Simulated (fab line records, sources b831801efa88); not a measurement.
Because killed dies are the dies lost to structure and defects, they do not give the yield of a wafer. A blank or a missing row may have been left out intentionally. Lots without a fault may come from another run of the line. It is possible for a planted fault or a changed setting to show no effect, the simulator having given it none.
Chamber matching -- flow gf180mcu -- GF_V1_CMP_26 on cmp-02: 4 sister chambers
The step polishes, stops on SiO2, t overpolish 15 s, target thk 0 nm. 20 wafers are shown with their chamber, then 10 later ones without.

== EACH WAFER AND ITS CHAMBER ==
wafer,chamber,motor-current-A (A),time-to-endpoint-s (s),platen-rpm (rpm)
L768.1,0,10.7,86.3,60.02
L768.2,3,10.0,83.8,60.09
L768.6,3,10.5,84.2,60.02
L771.1,2,8.6,79.0,60.01
L771.4,0,10.2,83.6,59.99
L771.5,2,9.4,77.7,60.04
L776.1,0,11.0,80.9,59.99
L776.3,2,9.1,82.1,59.93
L776.5,0,11.2,86.8,60.01
L777.2,0,11.1,83.0,59.95
L777.3,3,9.8,82.2,60.05
L777.5,0,10.5,81.3,60.03
L785.1,3,10.6,81.1,60.02
L785.3,0,11.0,83.5,60.00
L785.4,2,9.1,79.6,60.04
L786.1,3,10.4,84.8,59.94
L786.4,1,10.0,80.7,60.07
L786.6,3,10.1,82.7,60.06
L787.4,3,10.7,82.9,60.03
L787.5,0,11.3,82.5,59.91

SIGNATURES (averages over the wafers above)
reading,chamber 0,chamber 1,chamber 2,chamber 3,scatter within a chamber
motor-current-A,10.875,10.000,9.050,10.300,0.354
time-to-endpoint-s,83.487,80.700,79.600,83.100,1.79
platen-rpm,59.9875,60.0700,60.0050,60.0300,0.0449
Rule: for a wafer and a chamber, the distance is found by dividing, reading by reading, the gap between the wafer's reading and the chamber's mean by the reading's scatter, squaring, summing and taking the root. The wafer belongs to the nearest chamber; if the next one is less than 2 further off, it can't be placed. The scatter: the root of (the sum of the squares of (reading less its chamber's mean) over the shown wafers, divided by (wafers less chambers)).

== WAFERS MISSING THEIR CHAMBER ==
wafer,motor-current-A (A),time-to-endpoint-s (s),platen-rpm (rpm)
L787.6,10.3,83.9,60.00
L789.1,11.2,81.9,60.09
L789.3,10.9,78.4,60.02
L789.6,10.7,81.8,59.96
L790.2,9.1,79.2,60.04
L790.5,10.3,84.2,59.99
L790.6,11.2,82.5,60.00
L791.1,9.4,81.9,59.95
L791.3,9.8,84.1,59.98
L791.4,11.1,81.9,60.03

== THE CHAMBER EACH PASSED THROUGH ==
wafer,from the rows above,in truth
L787.6,can't be placed: 3 or 0 or 1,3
L789.1,can't be placed: 0 or 3 or 1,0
L789.3,can't be placed: 0 or 1 or 3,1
L789.6,can't be placed: 0 or 3 or 1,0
L790.2,can't be placed: 2 or 1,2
L790.5,can't be placed: 3 or 0 or 1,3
L790.6,can't be placed: 0 or 3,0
L791.1,can't be placed: 2 or 3 or 1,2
L791.3,can't be placed: 3 or 1 or 0 or 2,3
L791.4,can't be placed: 0 or 3 or 1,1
Correctly placed: 0 of 10. From these rows, 10 cannot be placed; in 10 the true chamber is one of the candidates. Placed wrongly: 0.
